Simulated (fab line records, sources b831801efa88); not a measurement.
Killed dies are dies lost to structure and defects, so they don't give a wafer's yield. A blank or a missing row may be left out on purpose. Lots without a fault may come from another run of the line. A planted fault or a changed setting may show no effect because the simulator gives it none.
Chamber matching | flow gf180mcu | GF_SAB_CVD_00 on pecvd-01: 3 sister chambers
The step deposits SiO2 from TEOS, target thk 50 nm, time 4.9302 s. 6 wafers are shown with their chamber, then 8 later ones without.

WAFERS WITH THEIR CHAMBER
wafer  | chamber | heater_power_w (W)
L079.1 | 2       | 746
L079.6 | 1       | 680
L084.1 | 0       | 566
L084.2 | 2       | 952
L084.5 | 1       | 833
L090.3 | 0       | 522

WAFERS WITHOUT THEIR CHAMBER
wafer  | heater_power_w (W)
L090.4 | 525
L090.6 | 711
L091.2 | 726
L091.4 | 742
L091.6 | 526
L093.1 | 706
L093.3 | 598
L093.4 | 719

WHICH CHAMBER EACH WENT THROUGH
wafer  | from the rows above          | in truth
L090.4 | can't be placed: 0 or 1      | 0
L090.6 | can't be placed: 1 or 2 or 0 | 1
L091.2 | can't be placed: 1 or 2 or 0 | 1
L091.4 | can't be placed: 1 or 2 or 0 | 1
L091.6 | can't be placed: 0 or 1      | 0
L093.1 | can't be placed: 1 or 2 or 0 | 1
L093.3 | can't be placed: 0 or 1 or 2 | 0
L093.4 | can't be placed: 1 or 2 or 0 | 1
Placed correctly: 0 of 8. Can't be placed from these rows: 8 (the true chamber is among the candidates in 8). Placed wrongly: 0.
How it was worked out, from the rows above alone: a wafer's distance from a chamber is the root of the sum, over the readings, of the square of ((its reading less the chamber's mean) divided by the reading's scatter). The wafer belongs to the nearest chamber; if the next one is less than 2 further off, it can't be placed. A chamber's mean is the mean of its shown wafers. The scatter: the root of (the sum of the squares of (reading less its chamber's mean) over the shown wafers, divided by (wafers less chambers)).
